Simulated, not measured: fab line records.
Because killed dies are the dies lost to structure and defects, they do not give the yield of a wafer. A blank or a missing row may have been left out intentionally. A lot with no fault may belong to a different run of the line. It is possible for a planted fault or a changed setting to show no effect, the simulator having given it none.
fab line records | flow gf180mcu
record: lots: 24 | wafers: 72 | last-day: 34
route steps=602 shown M3@414 M4@460 V4@479 M5@534
lots untouched by any fault: they come from a run of this same line in which no faults occurred
start-h: the number of hours between the record's first day and the start of the first shown wafer of the lot | wait-h: hours elapsed since this lot's preceding step | " as in the row above | L1.1+2: one row covering several wafers at once | - no value, or no start given | * or withheld: withheld | < > ~ a bound
route shown NAME@n: a module of which the file shows steps, and the number in the route of the first | usual: average and standard deviation across the fault-free wafers | same: alike in all rows | chamber/n: place in a boat | sites: per-site readings | _std_site: the standard deviation of these | _edge_site: mean of outer sites minus mean of inner sites | radius-mm: for every site, how far away it sits from the centre of the wafer | mask NAME#n: copy n | behind: the most recent tool/chamber to have shaped the wafer | hold: why the lot was held/for how many hours/how that ended | device: names the non-switching transistor (n, p or np) | end of line: the route-end tests of the same wafers | a step given without rows: its recipe and nothing more | killed: not the wafer's yield, but the dies lost to structure and defects at the first sort | map: the dies of a wafer, with x for killed, . for not killed, _ for no die there
set.NAME: the setting that was run; set.NAME@STEP: the one run at that earlier step | model.NAME: the simulator's own value behind a step, which no gauge read
the route's steps for a sample of lots (tables are steps, rows are wafers)
services: a tool's chamber out of use, with start hour (start-h, from the record's first day; less than 0 if before it), hours out, and reason
== steps ==
step: GF_M3_RS_MEAS_05
recipe: thk-meas-gauge: four-point-probe | reads: TiN_of_M3_SPUTTER_04+Ti_of_M3_SPUTTER_03+AlCu_of_M3_SPUTTER_02+TiN_of_M3_SPUTTER_01+Ti_of_M3_SPUTTER_00
usual: M3_ALCU_RS: 0.0697/0.00068
lot.wafer | tool          | chamber | start-h | wait-h | M3_ALCU_RS[ohm/sq]
L074.2    | film-metro-03 | -       | 467.02  | 0.0    | 0.0700
L074.5    | "             | -       | "       | "      | 0.0704
L074.6    | "             | -       | "       | "      | 0.0706
L075.3    | film-metro-02 | -       | 488.10  | 0.1    | 0.0698
L075.4    | "             | -       | "       | "      | 0.0697
L075.6    | "             | -       | "       | "      | 0.0693
L076.1    | film-metro-02 | -       | 489.19  | 0.0    | 0.0694
L076.3    | "             | -       | "       | "      | 0.0697
L076.6    | "             | -       | "       | "      | 0.0696
L077.1    | film-metro-01 | -       | 494.25  | 0.0    | 0.0698
L077.2    | "             | -       | "       | "      | 0.0710
L077.3    | "             | -       | "       | "      | 0.0709
L078.1    | film-metro-03 | -       | 510.21  | 0.0    | 0.0698
L078.2    | "             | -       | "       | "      | 0.0711
L078.3    | "             | -       | "       | "      | 0.0708
L079.1    | film-metro-03 | -       | 521.26  | 0.0    | 0.0684
L079.2    | "             | -       | "       | "      | 0.0695
L079.3    | "             | -       | "       | "      | 0.0696
L081.2    | film-metro-02 | -       | 532.21  | 0.0    | 0.0695
L081.3    | "             | -       | "       | "      | 0.0699
L081.4    | "             | -       | "       | "      | 0.0694
L080.3    | film-metro-03 | -       | 533.24  | 0.1    | 0.0710
L080.4    | "             | -       | "       | "      | 0.0692
L080.6    | "             | -       | "       | "      | 0.0691
L082.1    | film-metro-03 | -       | 541.05  | 0.0    | 0.0707
L082.3    | "             | -       | "       | "      | 0.0696
L082.4    | "             | -       | "       | "      | 0.0707
L083.2    | film-metro-02 | -       | 548.87  | 0.0    | 0.0691
L083.3    | "             | -       | "       | "      | 0.0695
L083.5    | "             | -       | "       | "      | 0.0699
L084.1    | film-metro-01 | -       | 555.23  | 0.0    | 0.0697
L084.2    | "             | -       | "       | "      | 0.0701
L084.3    | "             | -       | "       | "      | 0.0690
L085.3    | film-metro-02 | -       | 560.53  | 0.1    | 0.0708
L085.4    | "             | -       | "       | "      | 0.0699
L085.6    | "             | -       | "       | "      | 0.0698
L086.1    | film-metro-01 | -       | 568.36  | 0.0    | 0.0680
L086.4    | "             | -       | "       | "      | 0.0690
L086.5    | "             | -       | "       | "      | 0.0688
L087.3    | film-metro-03 | -       | 574.45  | 0.1    | 0.0702
L087.4    | "             | -       | "       | "      | 0.0699
L087.6    | "             | -       | "       | "      | 0.0700
L088.3    | film-metro-01 | -       | 586.38  | 0.1    | 0.0708
L088.5    | "             | -       | "       | "      | 0.0704
L088.6    | "             | -       | "       | "      | 0.0689
L089.1    | film-metro-03 | -       | 590.35  | 0.0    | 0.0693
L089.2    | "             | -       | "       | "      | 0.0697
L089.4    | "             | -       | "       | "      | 0.0690
L090.1    | film-metro-02 | -       | 599.60  | 0.0    | 0.0694
L090.3    | "             | -       | "       | "      | 0.0693
L090.4    | "             | -       | "       | "      | 0.0684
L091.1    | film-metro-03 | -       | 608.23  | 0.0    | 0.0698
L091.3    | "             | -       | "       | "      | 0.0695
L091.6    | "             | -       | "       | "      | 0.0692
L092.3    | film-metro-03 | -       | 611.40  | 0.1    | 0.0687
L092.5    | "             | -       | "       | "      | 0.0698
L092.6    | "             | -       | "       | "      | 0.0691
L093.1    | film-metro-02 | -       | 616.31  | 0.0    | 0.0698
L093.5    | "             | -       | "       | "      | 0.0700
L093.6    | "             | -       | "       | "      | 0.0693
L094.1    | film-metro-03 | -       | 625.45  | 0.0    | 0.0699
L094.3    | "             | -       | "       | "      | 0.0702
L094.4    | "             | -       | "       | "      | 0.0701
L095.1    | film-metro-03 | -       | 635.23  | 0.0    | 0.0698
L095.3    | "             | -       | "       | "      | 0.0694
L095.5    | "             | -       | "       | "      | 0.0702
L096.1    | film-metro-03 | -       | 637.95  | 0.0    | 0.0701
L096.2    | "             | -       | "       | "      | 0.0693
L096.4    | "             | -       | "       | "      | 0.0700
L097.3    | film-metro-01 | -       | 642.54  | 0.1    | 0.0692
L097.5    | "             | -       | "       | "      | 0.0694
L097.6    | "             | -       | "       | "      | 0.0679
step: GF_M3_OVL_MEAS_15
usual: M3_OVL: -7/5.6
lot.wafer | tool       | chamber | start-h | wait-h | M3_OVL[nm]
L074.2    | overlay-02 | -       | 491.39  | 0.1    | -12
L074.5    | "          | -       | "       | "      | 3
L074.6    | "          | -       | "       | "      | -9
L075.3    | overlay-02 | -       | 511.29  | 0.1    | -1
L075.4    | "          | -       | "       | "      | -6
L075.6    | "          | -       | "       | "      | -7
L076.1    | overlay-02 | -       | 513.27  | 0.1    | -10
L076.3    | "          | -       | "       | "      | -16
L076.6    | "          | -       | "       | "      | -2
L077.1    | overlay-02 | -       | 517.82  | 0.1    | -4
L077.2    | "          | -       | "       | "      | 1
L077.3    | "          | -       | "       | "      | -8
L078.1    | overlay-01 | -       | 533.34  | 0.1    | -5
L078.2    | "          | -       | "       | "      | -15
L078.3    | "          | -       | "       | "      | -10
L079.1    | overlay-01 | -       | 543.82  | 0.1    | -13
L079.2    | "          | -       | "       | "      | -3
L079.3    | "          | -       | "       | "      | -5
L081.2    | overlay-01 | -       | 554.14  | 0.1    | -10
L081.3    | "          | -       | "       | "      | -1
L081.4    | "          | -       | "       | "      | -12
L080.3    | overlay-02 | -       | 555.53  | 0.1    | -10
L080.4    | "          | -       | "       | "      | -17
L080.6    | "          | -       | "       | "      | -16
L082.1    | overlay-02 | -       | 562.77  | 0.1    | -14
L082.3    | "          | -       | "       | "      | -14
L082.4    | "          | -       | "       | "      | -8
L083.2    | overlay-01 | -       | 570.64  | 0.1    | -9
L083.3    | "          | -       | "       | "      | -15
L083.5    | "          | -       | "       | "      | -13
L084.1    | overlay-02 | -       | 576.34  | 0.1    | -2
L084.2    | "          | -       | "       | "      | -8
L084.3    | "          | -       | "       | "      | -4
L085.3    | overlay-02 | -       | 582.25  | 0.1    | -2
L085.4    | "          | -       | "       | "      | -6
L085.6    | "          | -       | "       | "      | -5
L086.1    | overlay-02 | -       | 589.42  | 0.1    | -3
L086.4    | "          | -       | "       | "      | -19
L086.5    | "          | -       | "       | "      | -2
L087.3    | overlay-02 | -       | 595.65  | 0.1    | -2
L087.4    | "          | -       | "       | "      | -2
L087.6    | "          | -       | "       | "      | -4
L088.3    | overlay-02 | -       | 607.50  | 0.1    | -6
L088.5    | "          | -       | "       | "      | -13
L088.6    | "          | -       | "       | "      | -3
L089.1    | overlay-02 | -       | 611.29  | 0.1    | -3
L089.2    | "          | -       | "       | "      | -14
L089.4    | "          | -       | "       | "      | -3
L090.1    | overlay-02 | -       | 620.64  | 0.1    | -5
L090.3    | "          | -       | "       | "      | -6
L090.4    | "          | -       | "       | "      | -2
L091.1    | overlay-01 | -       | 628.84  | 0.1    | -3
L091.3    | "          | -       | "       | "      | 6
L091.6    | "          | -       | "       | "      | -8
L092.3    | overlay-01 | -       | 632.03  | 0.1    | -14
L092.5    | "          | -       | "       | "      | -11
L092.6    | "          | -       | "       | "      | -2
L093.1    | overlay-01 | -       | 637.22  | 0.1    | -4
L093.5    | "          | -       | "       | "      | -2
L093.6    | "          | -       | "       | "      | -3
L094.1    | overlay-01 | -       | 645.87  | 0.1    | -8
L094.3    | "          | -       | "       | "      | -1
L094.4    | "          | -       | "       | "      | -9
L095.1    | overlay-02 | -       | 654.92  | 0.1    | -19
L095.3    | "          | -       | "       | "      | -14
L095.5    | "          | -       | "       | "      | -5
L096.1    | overlay-01 | -       | 657.42  | 0.1    | -4
L096.2    | "          | -       | "       | "      | -11
L096.4    | "          | -       | "       | "      | -16
L097.3    | overlay-02 | -       | 662.08  | 0.1    | -4
L097.5    | "          | -       | "       | "      | -7
L097.6    | "          | -       | "       | "      | -12
step: GF_M4_SPUTTER_04
recipe: material: TiN | target-thk-nm: 50 | power-w: 6500 | time-s: 41.7 | chamber-pressure-pa: 0.4
usual: throttle-valve-pct: 29.9/1
lot.wafer | tool           | chamber | start-h | wait-h | throttle-valve-pct
L074.2    | pvd-sputter-01 | -       | 517.56  | 0.0    | 32.1
L074.5    | "              | -       | "       | "      | 29.8
L074.6    | "              | -       | "       | "      | 31.7
L075.3    | pvd-sputter-01 | -       | 537.21  | 0.0    | 29.4
L075.4    | "              | -       | "       | "      | 30.1
L075.6    | "              | -       | "       | "      | 29.3
L076.1    | pvd-sputter-03 | -       | 539.74  | 0.0    | 28.9
L076.3    | "              | -       | "       | "      | 30.6
L076.6    | "              | -       | "       | "      | 29.3
L077.1    | pvd-sputter-03 | -       | 543.55  | 0.0    | 30.9
L077.2    | "              | -       | "       | "      | 28.7
L077.3    | "              | -       | "       | "      | 28.9
L078.1    | pvd-sputter-03 | -       | 560.15  | 0.0    | 29.6
L078.2    | "              | -       | "       | "      | 31.0
L078.3    | "              | -       | "       | "      | 28.7
L079.1    | pvd-sputter-01 | -       | 569.45  | 0.0    | 30.0
L079.2    | "              | -       | "       | "      | 29.3
L079.3    | "              | -       | "       | "      | 30.1
L081.2    | pvd-sputter-03 | -       | 578.30  | 0.0    | 29.5
L081.3    | "              | -       | "       | "      | 30.6
L081.4    | "              | -       | "       | "      | 28.9
L080.3    | pvd-sputter-01 | -       | 580.25  | 0.0    | 29.9
L080.4    | "              | -       | "       | "      | 29.7
L080.6    | "              | -       | "       | "      | 29.3
L082.1    | pvd-sputter-01 | -       | 587.12  | 0.0    | 30.2
L082.3    | "              | -       | "       | "      | 29.8
L082.4    | "              | -       | "       | "      | 29.3
L083.2    | pvd-sputter-01 | -       | 594.81  | 0.0    | 29.5
L083.3    | "              | -       | "       | "      | 29.9
L083.5    | "              | -       | "       | "      | 31.8
L084.1    | pvd-sputter-04 | -       | 600.26  | 0.0    | 31.3
L084.2    | "              | -       | "       | "      | 29.6
L084.3    | "              | -       | "       | "      | 29.2
L085.3    | pvd-sputter-01 | -       | 605.65  | 0.0    | 32.3
L085.4    | "              | -       | "       | "      | 30.2
L085.6    | "              | -       | "       | "      | 30.2
L086.1    | pvd-sputter-01 | -       | 614.30  | 0.0    | 32.2
L086.4    | "              | -       | "       | "      | 29.7
L086.5    | "              | -       | "       | "      | 29.8
L087.3    | pvd-sputter-01 | -       | 619.06  | 0.0    | 30.0
L087.4    | "              | -       | "       | "      | 29.4
L087.6    | "              | -       | "       | "      | 32.0
L088.3    | pvd-sputter-01 | -       | 631.16  | 0.0    | 30.3
L088.5    | "              | -       | "       | "      | 31.8
L088.6    | "              | -       | "       | "      | 30.0
L089.1    | pvd-sputter-03 | -       | 634.49  | 0.0    | 29.0
L089.2    | "              | -       | "       | "      | 28.6
L089.4    | "              | -       | "       | "      | 31.0
L090.1    | pvd-sputter-03 | -       | 643.75  | 0.0    | 29.3
L090.3    | "              | -       | "       | "      | 29.0
L090.4    | "              | -       | "       | "      | 28.7
L091.1    | pvd-sputter-03 | -       | 652.46  | 0.0    | 29.0
L091.3    | "              | -       | "       | "      | 28.9
L091.6    | "              | -       | "       | "      | 28.9
L092.3    | pvd-sputter-04 | -       | 654.69  | 0.0    | 29.3
L092.5    | "              | -       | "       | "      | 29.1
L092.6    | "              | -       | "       | "      | 29.8
L093.1    | pvd-sputter-03 | -       | 659.83  | 0.0    | 28.5
L093.5    | "              | -       | "       | "      | 28.8
L093.6    | "              | -       | "       | "      | 29.3
L094.1    | pvd-sputter-01 | -       | 669.24  | 0.0    | 31.9
L094.3    | "              | -       | "       | "      | 29.8
L094.4    | "              | -       | "       | "      | 29.9
L095.1    | pvd-sputter-04 | -       | 677.31  | 0.0    | 31.2
L095.3    | "              | -       | "       | "      | 29.0
L095.5    | "              | -       | "       | "      | 31.0
L096.1    | pvd-sputter-03 | -       | 679.55  | 0.0    | 28.7
L096.2    | "              | -       | "       | "      | 28.9
L096.4    | "              | -       | "       | "      | 30.8
L097.3    | pvd-sputter-03 | -       | 684.58  | 0.0    | 29.3
L097.5    | "              | -       | "       | "      | 29.0
L097.6    | "              | -       | "       | "      | 29.3
step: GF_V4_THK_MEAS_03
recipe: reads: SiO2_of_V4_CVD_02
usual: V4_CVD_02_THK: 847/12
lot.wafer | tool          | chamber | start-h | wait-h | V4_CVD_02_THK[nm]
L074.2    | film-metro-01 | -       | 541.27  | 0.0    | 858
L074.5    | "             | -       | "       | "      | 848
L074.6    | "             | -       | "       | "      | 857
L075.3    | film-metro-04 | -       | 560.49  | 0.1    | 855
L075.4    | "             | -       | "       | "      | 855
L075.6    | "             | -       | "       | "      | 874
L076.1    | film-metro-01 | -       | 562.22  | 0.0    | 828
L076.3    | "             | -       | "       | "      | 820
L076.6    | "             | -       | "       | "      | 842
L077.1    | film-metro-02 | -       | 566.07  | 0.0    | 829
L077.2    | "             | -       | "       | "      | 826
L077.3    | "             | -       | "       | "      | 831
L078.1    | film-metro-02 | -       | 582.55  | 0.0    | 829
L078.2    | "             | -       | "       | "      | 820
L078.3    | "             | -       | "       | "      | 819
L079.1    | film-metro-04 | -       | 591.55  | 0.0    | 851
L079.2    | "             | -       | "       | "      | 853
L079.3    | "             | -       | "       | "      | 857
L081.2    | film-metro-04 | -       | 600.51  | 0.0    | 834
L081.3    | "             | -       | "       | "      | 843
L081.4    | "             | -       | "       | "      | 851
L080.3    | film-metro-04 | -       | 601.94  | 0.1    | 855
L080.4    | "             | -       | "       | "      | 856
L080.6    | "             | -       | "       | "      | 853
L082.1    | film-metro-02 | -       | 608.92  | 0.0    | 856
L082.3    | "             | -       | "       | "      | 826
L082.4    | "             | -       | "       | "      | 841
L083.2    | film-metro-02 | -       | 616.05  | 0.0    | 837
L083.3    | "             | -       | "       | "      | 840
L083.5    | "             | -       | "       | "      | 855
L084.1    | film-metro-04 | -       | 622.22  | 0.0    | 855
L084.2    | "             | -       | "       | "      | 819
L084.3    | "             | -       | "       | "      | 841
L085.3    | film-metro-04 | -       | 626.94  | 0.1    | 854
L085.4    | "             | -       | "       | "      | 859
L085.6    | "             | -       | "       | "      | 865
L086.1    | film-metro-04 | -       | 635.53  | 0.0    | 853
L086.4    | "             | -       | "       | "      | 850
L086.5    | "             | -       | "       | "      | 852
L087.3    | film-metro-01 | -       | 640.40  | 0.1    | 841
L087.4    | "             | -       | "       | "      | 856
L087.6    | "             | -       | "       | "      | 846
L088.3    | film-metro-01 | -       | 652.51  | 0.1    | 838
L088.5    | "             | -       | "       | "      | 851
L088.6    | "             | -       | "       | "      | 854
L089.1    | film-metro-02 | -       | 654.80  | 0.0    | 840
L089.2    | "             | -       | "       | "      | 841
L089.4    | "             | -       | "       | "      | 852
L090.1    | film-metro-01 | -       | 664.73  | 0.0    | 848
L090.3    | "             | -       | "       | "      | 830
L090.4    | "             | -       | "       | "      | 852
L091.1    | film-metro-01 | -       | 672.84  | 0.1    | 834
L091.3    | "             | -       | "       | "      | 848
L091.6    | "             | -       | "       | "      | 855
L092.3    | film-metro-04 | -       | 675.15  | 0.1    | 848
L092.5    | "             | -       | "       | "      | 848
L092.6    | "             | -       | "       | "      | 848
L093.1    | film-metro-01 | -       | 680.76  | 0.0    | 829
L093.5    | "             | -       | "       | "      | 849
L093.6    | "             | -       | "       | "      | 853
L094.1    | film-metro-04 | -       | 689.75  | 0.0    | 846
L094.3    | "             | -       | "       | "      | 849
L094.4    | "             | -       | "       | "      | 853
L095.1    | film-metro-01 | -       | 696.56  | 0.0    | 849
L095.3    | "             | -       | "       | "      | 854
L095.5    | "             | -       | "       | "      | 862
L096.1    | film-metro-01 | -       | 699.78  | 0.0    | 835
L096.2    | "             | -       | "       | "      | 828
L096.4    | "             | -       | "       | "      | 856
L097.3    | film-metro-04 | -       | 704.24  | 0.1    | 839
L097.5    | "             | -       | "       | "      | 845
L097.6    | "             | -       | "       | "      | 853
step: GF_V4_SPUTTER_21
recipe: material: Ti | target-thk-nm: 15 | chamber-pressure-pa: 5 | power-w: 2500 | substrate-temp-c: 200 | time-s: 80.02
usual: throttle-valve-pct: 29.9/0.98
lot.wafer | tool           | chamber | start-h | wait-h | throttle-valve-pct
L074.2    | pvd-sputter-03 | -       | 564.17  | 0.0    | 29.2
L074.5    | "              | -       | "       | "      | 30.9
L074.6    | "              | -       | "       | "      | 29.1
L075.3    | pvd-sputter-02 | -       | 583.07  | 0.0    | 30.5
L075.4    | "              | -       | "       | "      | 29.2
L075.6    | "              | -       | "       | "      | 30.7
L076.1    | pvd-sputter-04 | -       | 584.99  | 0.0    | 29.0
L076.3    | "              | -       | "       | "      | 29.7
L076.6    | "              | -       | "       | "      | 31.0
L077.1    | pvd-sputter-03 | -       | 588.30  | 0.0    | 28.9
L077.2    | "              | -       | "       | "      | 30.9
L077.3    | "              | -       | "       | "      | 28.8
L078.1    | pvd-sputter-02 | -       | 604.54  | 0.0    | 29.5
L078.2    | "              | -       | "       | "      | 30.1
L078.3    | "              | -       | "       | "      | 30.0
L079.1    | pvd-sputter-04 | -       | 613.76  | 0.0    | 32.0
L079.2    | "              | -       | "       | "      | 29.1
L079.3    | "              | -       | "       | "      | 29.7
L081.2    | pvd-sputter-02 | -       | 622.49  | 0.0    | 30.5
L081.3    | "              | -       | "       | "      | 29.1
L081.4    | "              | -       | "       | "      | 29.3
L080.3    | pvd-sputter-04 | -       | 623.59  | 0.0    | 31.9
L080.4    | "              | -       | "       | "      | 29.7
L080.6    | "              | -       | "       | "      | 31.0
L082.1    | pvd-sputter-02 | -       | 630.90  | 0.0    | 30.2
L082.3    | "              | -       | "       | "      | 30.5
L082.4    | "              | -       | "       | "      | 29.0
L083.2    | pvd-sputter-02 | -       | 637.74  | 0.0    | 29.1
L083.3    | "              | -       | "       | "      | 30.0
L083.5    | "              | -       | "       | "      | 29.0
L084.1    | pvd-sputter-04 | -       | 643.67  | 0.0    | 31.9
L084.2    | "              | -       | "       | "      | 31.0
L084.3    | "              | -       | "       | "      | 29.6
L085.3    | pvd-sputter-02 | -       | 647.83  | 0.0    | 30.4
L085.4    | "              | -       | "       | "      | 29.1
L085.6    | "              | -       | "       | "      | 30.3
L086.1    | pvd-sputter-02 | -       | 657.06  | 0.0    | 29.8
L086.4    | "              | -       | "       | "      | 29.9
L086.5    | "              | -       | "       | "      | 29.2
L087.3    | pvd-sputter-03 | -       | 661.02  | 0.0    | 28.9
L087.4    | "              | -       | "       | "      | 31.2
L087.6    | "              | -       | "       | "      | 29.1
L088.3    | pvd-sputter-03 | -       | 672.58  | 0.0    | 29.0
L088.5    | "              | -       | "       | "      | 31.0
L088.6    | "              | -       | "       | "      | 28.9
L089.1    | pvd-sputter-04 | -       | 676.13  | 0.0    | 29.9
L089.2    | "              | -       | "       | "      | 31.1
L089.4    | "              | -       | "       | "      | 29.3
L090.1    | pvd-sputter-03 | -       | 685.97  | 0.0    | 28.7
L090.3    | "              | -       | "       | "      | 28.8
L090.4    | "              | -       | "       | "      | 29.3
L091.1    | pvd-sputter-02 | -       | 693.87  | 0.0    | 29.1
L091.3    | "              | -       | "       | "      | 30.2
L091.6    | "              | -       | "       | "      | 29.2
L092.3    | pvd-sputter-03 | -       | 695.38  | 0.0    | 29.3
L092.5    | "              | -       | "       | "      | 29.0
L092.6    | "              | -       | "       | "      | 28.9
L093.1    | pvd-sputter-03 | -       | 700.85  | 0.0    | 28.7
L093.5    | "              | -       | "       | "      | 28.6
L093.6    | "              | -       | "       | "      | 28.9
L094.1    | pvd-sputter-04 | -       | 709.73  | 0.0    | 31.2
L094.3    | "              | -       | "       | "      | 31.9
L094.4    | "              | -       | "       | "      | 28.9
L095.1    | pvd-sputter-04 | -       | 715.57  | 0.0    | 31.9
L095.3    | "              | -       | "       | "      | 31.1
L095.5    | "              | -       | "       | "      | 29.6
L096.1    | pvd-sputter-02 | -       | 719.39  | 0.0    | 30.3
L096.2    | "              | -       | "       | "      | 29.0
L096.4    | "              | -       | "       | "      | 29.9
L097.3    | pvd-sputter-04 | -       | 723.60  | 0.0    | 32.2
L097.5    | "              | -       | "       | "      | 31.9
L097.6    | "              | -       | "       | "      | 29.8
step: GF_M5_OVL_MEAS_08
usual: M5_OVL: 0/4.3
lot.wafer | tool       | chamber | start-h | wait-h | M5_OVL[nm]
L074.2    | overlay-01 | -       | 607.58  | 0.1    | 0
L074.5    | "          | -       | "       | "      | 1
L074.6    | "          | -       | "       | "      | -1
L075.3    | overlay-01 | -       | 626.90  | 0.1    | 8
L075.4    | "          | -       | "       | "      | -2
L075.6    | "          | -       | "       | "      | 4
L076.1    | overlay-02 | -       | 628.49  | 0.1    | 2
L076.3    | "          | -       | "       | "      | 0
L076.6    | "          | -       | "       | "      | -3
L077.1    | overlay-02 | -       | 630.84  | 0.1    | -1
L077.2    | "          | -       | "       | "      | 7
L077.3    | "          | -       | "       | "      | -1
L078.1    | overlay-02 | -       | 646.38  | 0.1    | -1
L078.2    | "          | -       | "       | "      | -9
L078.3    | "          | -       | "       | "      | -3
L079.1    | overlay-02 | -       | 655.44  | 0.1    | 4
L079.2    | "          | -       | "       | "      | 3
L079.3    | "          | -       | "       | "      | 4
L081.2    | overlay-01 | -       | 663.44  | 0.1    | -6
L081.3    | "          | -       | "       | "      | -4
L081.4    | "          | -       | "       | "      | -5
L080.3    | overlay-02 | -       | 664.95  | 0.1    | 4
L080.4    | "          | -       | "       | "      | -2
L080.6    | "          | -       | "       | "      | -1
L082.1    | overlay-01 | -       | 670.83  | 0.1    | 5
L082.3    | "          | -       | "       | "      | 6
L082.4    | "          | -       | "       | "      | -3
L083.2    | overlay-02 | -       | 677.54  | 0.1    | 1
L083.3    | "          | -       | "       | "      | -3
L083.5    | "          | -       | "       | "      | 3
L084.1    | overlay-02 | -       | 683.77  | 0.1    | 4
L084.2    | "          | -       | "       | "      | 5
L084.3    | "          | -       | "       | "      | 8
L085.3    | overlay-01 | -       | 686.93  | 0.1    | -7
L085.4    | "          | -       | "       | "      | -6
L085.6    | "          | -       | "       | "      | -5
L086.1    | overlay-02 | -       | 696.27  | 0.1    | 3
L086.4    | "          | -       | "       | "      | 5
L086.5    | "          | -       | "       | "      | 1
L087.3    | overlay-02 | -       | 701.00  | 0.1    | 0
L087.4    | "          | -       | "       | "      | -1
L087.6    | "          | -       | "       | "      | -3
L088.3    | overlay-01 | -       | 710.58  | 0.1    | -1
L088.5    | "          | -       | "       | "      | -8
L088.6    | "          | -       | "       | "      | -4
L089.1    | overlay-01 | -       | 713.53  | 0.1    | -3
L089.2    | "          | -       | "       | "      | -1
L089.4    | "          | -       | "       | "      | -1
L090.1    | overlay-01 | -       | 723.85  | 0.1    | 7
L090.3    | "          | -       | "       | "      | -1
L090.4    | "          | -       | "       | "      | 3
L091.1    | overlay-02 | -       | 731.29  | 0.1    | -6
L091.3    | "          | -       | "       | "      | -4
L091.6    | "          | -       | "       | "      | -2
L092.3    | overlay-01 | -       | 732.53  | 0.1    | 0
L092.5    | "          | -       | "       | "      | -3
L092.6    | "          | -       | "       | "      | 0
L093.1    | overlay-01 | -       | 737.13  | 0.1    | -1
L093.5    | "          | -       | "       | "      | 2
L093.6    | "          | -       | "       | "      | -3
L094.1    | overlay-01 | -       | 747.38  | 0.1    | -2
L094.3    | "          | -       | "       | "      | 1
L094.4    | "          | -       | "       | "      | 0
L095.1    | overlay-02 | -       | 752.73  | 0.1    | 7
L095.3    | "          | -       | "       | "      | 4
L095.5    | "          | -       | "       | "      | 1
L096.1    | overlay-01 | -       | 754.78  | 0.1    | 1
L096.2    | "          | -       | "       | "      | -4
L096.4    | "          | -       | "       | "      | -7
L097.3    | overlay-02 | -       | 759.63  | 0.1    | -2
L097.5    | "          | -       | "       | "      | -1
L097.6    | "          | -       | "       | "      | 0
== services ==
tool           | chamber | start-h | hours | kind
pvd-sputter-03 | -       | 506.28  | 1.1   | repair
pvd-sputter-02 | -       | 511.00  | 6.4   | repair
pvd-sputter-01 | 1       | 522.66  | -     | consumable-replace:kit
pvd-sputter-01 | 1       | 522.66  | 18.0  | scheduled-down
pvd-sputter-01 | 1       | 522.66  | 18.0  | vent-cycle
pvd-sputter-01 | -       | 551.52  | 5.4   | repair
pvd-sputter-03 | -       | 591.05  | 4.6   | repair
pvd-sputter-01 | -       | 608.64  | 2.7   | repair
pvd-sputter-01 | 0       | 634.86  | -     | consumable-replace:kit
pvd-sputter-01 | 0       | 634.86  | 18.0  | scheduled-down
pvd-sputter-01 | 0       | 634.86  | 18.0  | vent-cycle
pvd-sputter-01 | -       | 640.34  | 3.0   | repair
pvd-sputter-02 | 2       | 645.43  | -     | consumable-replace:kit
pvd-sputter-02 | 2       | 645.43  | 18.0  | scheduled-down
pvd-sputter-02 | 2       | 645.43  | 18.0  | vent-cycle
pvd-sputter-04 | 0       | 654.73  | -     | consumable-replace:kit
pvd-sputter-04 | 0       | 654.73  | 18.0  | scheduled-down
pvd-sputter-04 | 0       | 654.73  | 18.0  | vent-cycle
pvd-sputter-03 | 3       | 686.70  | -     | consumable-replace:kit
pvd-sputter-03 | 3       | 686.70  | 18.0  | scheduled-down
pvd-sputter-03 | 3       | 686.70  | 18.0  | vent-cycle
pvd-sputter-01 | -       | 694.39  | 3.5   | repair
pvd-sputter-03 | -       | 703.23  | 7.4   | repair
== key ==
fault none
